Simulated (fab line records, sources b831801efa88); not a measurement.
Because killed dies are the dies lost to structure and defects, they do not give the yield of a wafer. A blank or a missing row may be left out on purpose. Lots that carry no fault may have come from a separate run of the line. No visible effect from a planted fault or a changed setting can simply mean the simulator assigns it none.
fab line records	flow sky130
record lots=6	wafers=18	lastDay=49
route steps=708 shown METAL1@454 VIA1@458 PAD_OPEN@708
lots with no fault: from the same line, run without faults
startH: the number of hours between the record's first day and the start of the first shown wafer of the lot	waitH: time in hours since the lot's previous step	" the same as in the row above	L1.1+2: a single row standing in for several wafers	- no value, or no start was given	* or withheld: withheld	< > ~ a bound
route shown NAME@n: a module of which the file shows steps, and the number in the route of the first	usual: average and standard deviation across the fault-free wafers	same: alike in all rows	chamber/n: place in a boat	sites: each site's reading	_std_site: the values' standard deviation	_edge_site: inner sites' mean taken away from outer sites' mean	radiusMm: for every site, how far away it sits from the centre of the wafer	mask NAME#n: copy n	behind: the tool/chamber that last shaped the wafer	hold: reason for holding the lot/hours on hold/outcome of the hold	device: transistor that didn't switch, given as n, p or np	end of line: the same wafers' tests at the end of the route	step lacking rows: just its recipe	killed: dies lost to structure and defects at the first sort, not the wafer's yield	map: a wafer's dies, marking killed ones x, the rest . and places with no die _
set.NAME: setting as actually run; set.NAME@STEP: the setting as run at that earlier step	model.NAME: the simulator's own value behind a step, which no gauge read
lots seen at some steps along the route; tables by step, rows by wafer
services: from which hour (startH, from the record's first day; less than 0 if before it) a tool's chamber was out of use, for how many hours, and why
## steps
# step SKY_METAL1_STRIP_20
# recipe chemistry=O2/N2	powerW=1400	pressureMtorr=1500	platenTempC=withheld	o2FlowSccm=3000	n2FlowSccm=300	overashFraction=0.5
# usual drypumpMotorCurrentA=5.7/0.61	n2FlowSccm=300.0/0.92	oesProductAu=0.343/0.0053	stripTimeToEndpointS=2.69/0.067
lot.wafer	tool	chamber	startH	waitH	drypumpMotorCurrentA	n2FlowSccm	oesProductAu	rfHoursCounterH	stripTimeToEndpointS
L762.2	plasmaAsher-03	0	793.05	0.1	5.1	299.3	0.340	33	2.74
L762.3	"	1	"	"	5.6	299.6	0.341	-	2.61
L762.6	"	1	"	"	5.5	298.6	0.355	-	2.76
L764.1	plasmaAsher-03	0	810.76	0.1	5.0	300.2	0.350	35	2.84
L764.4	"	0	"	"	5.0	300.9	0.345	-	2.73
L764.5	"	1	"	"	5.5	300.2	0.339	-	2.71
L769.2	plasmaAsher-03	1	853.80	0.1	5.6	300.2	0.345	40	2.63
L769.3	"	1	"	"	5.5	300.2	0.342	-	2.64
L769.4	"	0	"	"	5.0	299.2	0.339	-	2.59
L770.3	plasmaAsher-04	0	858.44	0.1	6.7	301.0	0.339	-	2.68
L770.4	"	1	"	"	6.0	301.0	0.352	-	2.79
L770.6	"	0	"	"	6.7	301.9	0.341	-	2.71
L774.2	plasmaAsher-01	0	890.04	0.1	5.4	299.7	0.343	109	2.77
L774.3	"	1	"	"	5.0	300.4	0.345	-	2.76
L774.5	"	1	"	"	5.0	300.9	0.344	-	2.77
L776.2	plasmaAsher-04	1	893.11	0.1	6.1	300.8	0.348	76	2.72
L776.3	"	0	"	"	6.7	299.8	0.348	-	2.62
L776.4	"	1	"	"	6.0	301.7	0.349	-	2.74
# step SKY_METAL1_STRIP_21
# recipe chemistry=postEtchResidueRemover	timeS=1200	tempC=72.5
# step SKY_METAL1_CLEAN_22
# recipe chemistry=IPA	timeS=180	tempC=25
# step SKY_METAL1_CLEAN_23
# recipe chemistry=O3/DIW	dry=n2Spin
# step SKY_VIA1_HDPCVD_00
# recipe material=SiO2	targetThkNm=1030	sigmaOpenFrac=0.3	timeS=171.7	tempC=400	sih4FlowSccm=60	pressureMtorr=6
# step SKY_VIA1_THK_MEAS_01
# recipe reads=SiO2_of_VIA1_HDPCVD_00
# usual VIA1_HDPCVD_THK=1027/16
lot.wafer	tool	chamber	startH	waitH	VIA1_HDPCVD_THK[nm]
L762.2	filmMetro-03	-	794.11	0.1	1038
L762.3	"	-	"	"	1003
L762.6	"	-	"	"	1030
L764.1	filmMetro-03	-	811.46	0.1	1034
L764.4	"	-	"	"	1025
L764.5	"	-	"	"	1034
L769.2	filmMetro-03	-	854.55	0.1	1042
L769.3	"	-	"	"	1027
L769.4	"	-	"	"	1028
L770.3	filmMetro-02	-	859.21	0.1	1026
L770.4	"	-	"	"	1014
L770.6	"	-	"	"	1025
L774.2	filmMetro-02	-	890.75	0.1	1015
L774.3	"	-	"	"	1035
L774.5	"	-	"	"	1013
L776.2	filmMetro-02	-	893.82	0.1	1037
L776.3	"	-	"	"	1008
L776.4	"	-	"	"	1036
# step SKY_VIA1_CMP_02
# recipe material=SiO2	downForcePsi=4	platenRpm=60	padVelocityMS=0.94248
# usual headPressurePsi=4.001/0.009	motorCurrentA=12.6/1.2
lot.wafer	tool	chamber	startH	waitH	headPressurePsi	motorCurrentA
L762.2	cmp-02	3	794.44	0.3	3.997	13.5
L762.3	"	0	"	"	3.986	13.2
L762.6	"	2	"	"	4.007	10.9
L764.1	cmp-01	1	811.52	0.1	3.990	12.7
L764.4	"	0	"	"	3.992	10.7
L764.5	"	1	"	"	3.988	12.4
L769.4	cmp-01	1	854.65	0.1	4.006	12.7
L769.3	"	2	"	"	3.997	13.7
L769.2	"	3	"	"	4.000	14.8
L770.3	cmp-02	3	859.25	0.0	4.010	12.9
L770.4	"	0	"	"	3.994	13.0
L770.6	"	3	"	"	3.998	13.3
L774.2	cmp-01	1	890.80	0.0	4.012	12.3
L774.3	"	3	"	"	4.007	14.0
L774.5	"	1	"	"	4.021	11.7
L776.4	cmp-02	1	893.87	0.0	4.000	13.2
L776.2	"	2	"	"	4.001	11.3
L776.3	"	3	"	"	4.004	13.0
# step SKY_VIA1_BOW_MEAS_03
# recipe mode=bow
# usual VIA1_BOW=83/6.7
lot.wafer	tool	chamber	startH	waitH	VIA1_BOW[um]
L762.2	filmMetro-01	-	794.66	0.2	80
L762.3	"	-	"	"	86
L762.6	"	-	"	"	77
L764.1	filmMetro-02	-	811.82	0.2	82
L764.4	"	-	"	"	69
L764.5	"	-	"	"	87
L769.2	filmMetro-01	-	854.92	0.1	83
L769.3	"	-	"	"	83
L769.4	"	-	"	"	81
L770.3	filmMetro-01	-	859.59	0.3	78
L770.4	"	-	"	"	83
L770.6	"	-	"	"	94
L774.2	filmMetro-03	-	891.12	0.3	77
L774.3	"	-	"	"	63
L774.5	"	-	"	"	83
L776.2	filmMetro-01	-	894.19	0.2	89
L776.3	"	-	"	"	71
L776.4	"	-	"	"	86
# step SKY_VIA1_DEHYDRATE_04
# recipe tempC=200	timeS=60
# step SKY_VIA1_HMDS_05
# recipe primeTimeS=60	primeTempC=120
# step SKY_VIA1_COAT_06
# recipe resist=BARC	tempC=withheld	timeS=withheld	spinRpm=3000	resistThkNm=60
# step SKY_VIA1_COAT_07
# recipe resist=KrF-thick	spinRpm=3000	resistThkNm=450
# step SKY_VIA1_SOFTBAKE_08
# recipe tempC=100	timeS=90	resist=KrF-thick
# usual heaterPowerTotalW=57.36/0.12	plateTempC=99.98/0.11
lot.wafer	tool	chamber	startH	waitH	heaterPowerTotalW	plateTempC
L762.2	lithoTrack-04	0	807	-	57.45	99.79
L762.3	"	0	"	"	57.14	99.92
L762.6	"	0	"	"	57.19	99.91
L764.1	lithoTrack-02	0	825	-	57.24	100.14
L764.4	"	0	"	"	57.44	100.01
L764.5	"	0	"	"	57.22	100.13
L769.2	lithoTrack-04	0	867	-	54.30	96.14
L769.3	"	0	"	"	54.14	96.07
L769.4	"	0	"	"	54.37	96.04
L770.3	lithoTrack-04	0	872	-	54.14	96.06
L770.4	"	0	"	"	54.37	96.09
L770.6	"	0	"	"	54.33	95.87
L774.2	lithoTrack-02	0	903	-	57.41	100.13
L774.3	"	0	"	"	57.27	100.15
L774.5	"	0	"	"	57.33	100.14
L776.2	lithoTrack-03	0	906	-	57.47	100.06
L776.3	"	0	"	"	57.23	99.93
L776.4	"	0	"	"	57.23	100.03
# step SKY_VIA1_EXPOSE_09
# recipe maskId=VIM	na=0.8	sourceShape=annular	sigmaInner=0.55	sigmaOuter=0.85	targetCdNm=150	doseMj=38
# step SKY_VIA1_PEB_10
# recipe pebTempC=withheld	pebTimeS=withheld	resist=KrF-thick
# step SKY_VIA1_DEVELOP_11
# recipe developTimeS=60	resist=KrF-thick	devTempC=21
lot.wafer	tool	chamber	startH	waitH	model.KrF-thick_of_VIA1_COAT_07.thkNm
L762.2	lithoTrack-02	0	-	-	435
L762.3	"	0	"	"	435.7
L762.6	"	0	"	"	434.8
L764.1+5	lithoTrack-02	0	-	-	438.5
L764.4	"	0	"	"	438
L769.2	lithoTrack-03	0	-	-	435.6
L769.3	"	0	"	"	434.4
L769.4	"	0	"	"	435.8
L770.3	lithoTrack-02	0	-	-	438.8
L770.4	"	0	"	"	437.6
L770.6	"	0	"	"	439.5
L774.2	lithoTrack-02	0	-	-	435.8
L774.3	"	0	"	"	436.8
L774.5	"	0	"	"	436.5
L776.2	lithoTrack-03	0	-	-	435.7
L776.3	"	0	"	"	436.7
L776.4	"	0	"	"	435.9
# step SKY_VIA1_CD_MEAS_12
# recipe targetCdNm=150
# usual cdNm=150.2/1.6
lot.wafer	tool	chamber	startH	waitH	cdNm
L762.2	cdSem-01	-	821.09	-	150.0
L762.3	"	-	"	"	148.4
L762.6	"	-	"	"	150.1
L764.1	cdSem-01	-	838.17	-	150.6
L764.4	"	-	"	"	150.4
L764.5	"	-	"	"	147.3
L769.2	cdSem-01	-	879.88	-	150.0
L769.3	"	-	"	"	151.2
L769.4	"	-	"	"	147.2
L770.3	cdSem-02	-	885.17	-	151.1
L770.4	"	-	"	"	150.1
L770.6	"	-	"	"	149.8
L774.2	cdSem-01	-	915.64	-	150.5
L774.3	"	-	"	"	151.4
L774.5	"	-	"	"	149.4
L776.2	cdSem-02	-	918.83	-	150.5
L776.3	"	-	"	"	149.7
L776.4	"	-	"	"	151.3
# step SKY_VIA1_OVL_MEAS_13
# usual VIA1_OVL=0/4.9
lot.wafer	tool	chamber	startH	waitH	VIA1_OVL[nm]
L762.2	overlay-02	-	821.19	0.1	3
L762.3	"	-	"	"	13
L762.6	"	-	"	"	1
L764.1	overlay-01	-	838.29	0.1	-5
L764.4	"	-	"	"	1
L764.5	"	-	"	"	-9
L769.2	overlay-01	-	879.99	0.1	0
L769.3	"	-	"	"	-1
L769.4	"	-	"	"	-4
L770.3	overlay-02	-	885.26	0.1	5
L770.4	"	-	"	"	5
L770.6	"	-	"	"	9
L774.2	overlay-01	-	915.74	0.1	2
L774.3	"	-	"	"	3
L774.5	"	-	"	"	1
L776.2	overlay-01	-	918.94	0.1	-6
L776.3	"	-	"	"	-1
L776.4	"	-	"	"	-2
# step SKY_VIA1_ETCH_14
# recipe chemistry=N2/H2	target=BARC	ionEnergyEv=200	sourceW=500	biasW=96.45	pressureMtorr=30	n2FlowSccm=100	h2FlowSccm=200	stopOn=SiO2	timeS=45.9	targetDepthA=600
# usual drypumpMotorCurrentA=5.9/0.48	n2FlowSccm=100.0/0.32	oesProductAu=0.854/0.0048	rfFwdPowerW=494.8/2.4	throttleValvePct=13.225/0.0092
lot.wafer	tool	chamber	startH	waitH	drypumpMotorCurrentA	n2FlowSccm	oesProductAu	rfFwdPowerW	rfHoursCounterH	throttleValvePct	model.KrF-thick_of_VIA1_COAT_07.thkNm
L762.2	rieDiel-02	2	821.22	0.0	5.8	99.9	0.853	493.0	1	13.218	392.8
L762.3	"	0	"	"	6.7	99.6	0.852	493.9	5	13.231	392.6
L762.6	"	0	"	"	6.7	99.4	0.849	494.3	-	13.212	391.5
L764.1	rieDiel-03	0	838.32	0.0	6.0	100.4	0.862	495.9	9	13.220	396.5
L764.4	"	3	"	"	5.5	100.1	0.855	495.1	5	13.227	393.6
L764.5	"	3	"	"	5.5	99.9	0.853	493.3	-	13.233	394.4
L769.2	rieDiel-02	3	880.02	0.0	6.0	100.3	0.859	487.5	2	13.230	392.6
L769.3	"	1	"	"	6.3	100.6	0.858	493.3	12	13.230	392.4
L769.4	"	0	"	"	6.8	99.5	0.858	494.9	7	13.229	393.1
L770.3	rieDiel-04	0	885.28	0.0	6.3	99.8	0.851	494.5	21	13.217	395.9
L770.4	"	2	"	"	5.5	100.1	0.850	494.1	10	13.222	395.6
L770.6	"	3	"	"	6.2	100.2	0.852	498.2	-	13.220	396.7
L774.2	rieDiel-03	0	915.77	0.0	6.0	100.1	0.859	497.7	10	13.232	394.2
L774.3	"	3	"	"	5.5	99.2	0.853	494.5	6	13.215	393.3
L774.5	"	2	"	"	5.4	100.1	0.848	493.8	-	13.235	393.7
L776.2	rieDiel-02	1	918.97	0.0	6.3	99.9	0.857	491.1	13	13.219	393.7
L776.3	"	0	"	"	6.7	100.2	0.853	496.5	8	13.230	394.1
L776.4	"	3	"	"	6.0	99.7	0.848	488.9	3	13.218	393.2
# step SKY_VIA1_ETCH_15
# recipe target=SiO2	chemistry=C4F8/O2/Ar	targetDepthNm=351	stopOn=TiN	maskMaterial=KrF-thick	sourceW=1500	biasW=1200	pressureMtorr=40	c4f8FlowSccm=withheld	O2_flow_sccm=6	Ar_flow_sccm=300	timeS=54
# usual oesProductAu=0.982/0.0064	rfFwdPowerW=1486/6.2
lot.wafer	tool	chamber	startH	waitH	oesProductAu	rfFwdPowerW	rfHoursCounterH
L762.2	rieDiel-02	2	821.26	0.0	0.967	1476	1
L762.3	"	0	"	"	0.980	1478	5
L762.6	"	0	"	"	0.987	1480	-
L764.1	rieDiel-03	0	838.36	0.0	0.968	1484	9
L764.4	"	3	"	"	0.980	1485	5
L764.5	"	3	"	"	0.978	1478	-
L769.2	rieDiel-02	3	880.06	0.0	0.986	1479	2
L769.3	"	1	"	"	0.976	1481	12
L769.4	"	0	"	"	0.988	1476	7
L770.3	rieDiel-04	0	885.33	0.0	0.987	1493	21
L770.4	"	2	"	"	0.982	1493	10
L770.6	"	3	"	"	0.985	1490	-
L774.2	rieDiel-03	0	915.81	0.0	0.970	1490	10
L774.3	"	3	"	"	0.982	1488	6
L774.5	"	2	"	"	0.974	1485	-
L776.2	rieDiel-02	1	919.01	0.0	0.981	1480	13
L776.3	"	0	"	"	0.989	1480	8
L776.4	"	3	"	"	0.982	1473	3
# step SKY_PAD_OPEN_PROBE_99
# usual defectLimitedYield=82.4/2	killed_at_M0_to_M3=44/7.9	killed_at_M4_up=3.1/2	killedAtContacts=23/4.9	killedAtFrontEnd=15/3.9	killedAtOther=0.2/0.49	killedDies=86/10	killedOpen=47/7.1	killedShort=39/7.1	sort_bin_3_pad_short=0.9/0.41	sort_bin_5_function=10.4/1.5	sort_bin_6_memory=6.3/1	sortNPass=406/10	sortYieldPct=82.4/2
# same grossDies=492	killedAtBackSide=0	sort_bin_4_leakage[%]=0	sort_bin_8_speed[%]=0
lot.wafer	tool	chamber	startH	waitH	defectLimitedYield[%]	killed_at_M0_to_M3	killed_at_M4_up	killedAtContacts	killedAtFrontEnd	killedAtOther	killedDies	killedOpen	killedShort	sort_bin_3_pad_short[%]	sort_bin_5_function[%]	sort_bin_6_memory[%]	sortNPass	sortYieldPct[%]
L776.2	prober-01	-	1170.72	0.1	81.5	57	0	17	17	0	91	50	41	0.4	11.2	6.9	401	81.5
L776.3	prober-01	-	1170.77	0.2	80.9	48	9	27	10	0	94	51	43	1.8	10.8	6.5	398	80.9
L776.4	prober-01	-	1170.82	0.2	80.5	51	3	30	12	0	96	62	33	0	11.6	7.9	396	80.5
# killed by level:class
L776.2 VIA1:geometricParticle:open=13 CONTACT:geometricParticle:open=8 FIELD_ISO:geometricParticle:short=6 METAL1:geometricParticle:short=6 VIA2:geometricParticle:open=5 VIA1:geometricParticle:short=5 VIA3:geometricParticle:open=5 METAL3:geometricParticle:short=5
L776.3 VIA1:geometricParticle:open=11 LI_CONTACT:geometricParticle:open=9 METAL4:geometricParticle:short=7 VIA2:geometricParticle:open=7 VIA3:geometricParticle:open=6 CONTACT:geometricParticle:open=6 METAL1:geometricParticle:short=6 METAL2:geometricParticle:short=5
L776.4 CONTACT:geometricParticle:open=16 VIA3:geometricParticle:open=11 VIA1:geometricParticle:open=9 LI_CONTACT:geometricParticle:open=8 VIA1:geometricParticle:short=8 METAL2:geometricParticle:short=5 CONTACT:geometricParticle:short=5 VIA2:geometricParticle:open=4
## services
tool	chamber	startH	hours	kind
rieDiel-03	-	770.86	0.6	repair
rieDiel-04	-	780.78	1.4	repair
rieDiel-03	3	783.68	11.3	repair
cmp-01	-	795.25	6.1	pm
rieDiel-03	3	800.81	5.6	repair
cmp-02	-	801.43	4.5	pm
rieDiel-02	3	804.16	-	clean
rieDiel-02	3	804.16	20.1	scheduledDown
rieDiel-02	3	804.16	20.1	ventCycle
rieDiel-03	3	806.83	8.4	repair
plasmaAsher-01	-	820.31	2.0	repair
plasmaAsher-01	-	834.80	14.6	pm
rieDiel-04	2	839.32	27.9	repair
plasmaAsher-03	-	844.01	4.3	pm
cmp-02	-	849.00	0.5	repair
plasmaAsher-01	-	852.59	2.1	repair
rieDiel-03	3	871.47	2.9	repair
rieDiel-03	-	879.02	2.0	repair
rieDiel-02	3	891.86	6.7	repair
cmp-02	-	895.95	0.8	repair
rieDiel-03	-	899.59	15.0	repair
plasmaAsher-03	-	902.45	6.4	repair
plasmaAsher-01	-	906.77	7.5	repair
cmp-01	-	912.00	4.0	pm
## key
firstSign step=SKY_VIA1_SOFTBAKE_08	reading=plateTempC	direction=down	sigmas=36	usual=*	struck=*
effect step=SKY_VIA1_SOFTBAKE_08	reading=heaterPowerTotalW	direction=down	sigmas=25	usual=*	struck=*
modelEffect step=SKY_VIA1_DEVELOP_11	value=KrF-thick_of_VIA1_COAT_07.thkNm	without=434.6	struck=437
modelEffect step=SKY_VIA1_ETCH_14	value=KrF-thick_of_VIA1_COAT_07.thkNm	without=392	struck=394.4
metAt SKY_VIA1_SOFTBAKE_08
struckWafers L769.2,L769.3,L769.4,L770.3,L770.4,L770.6
onsetBetween 807 867
fault kind=processParameterDrift	tool=lithoTrack-04	chamber=-	onsetH=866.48	steps=SKY_VIA1_SOFTBAKE_08	channel=tempC	offset=*	shape=step	endH=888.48	actsIn=*	stated=*
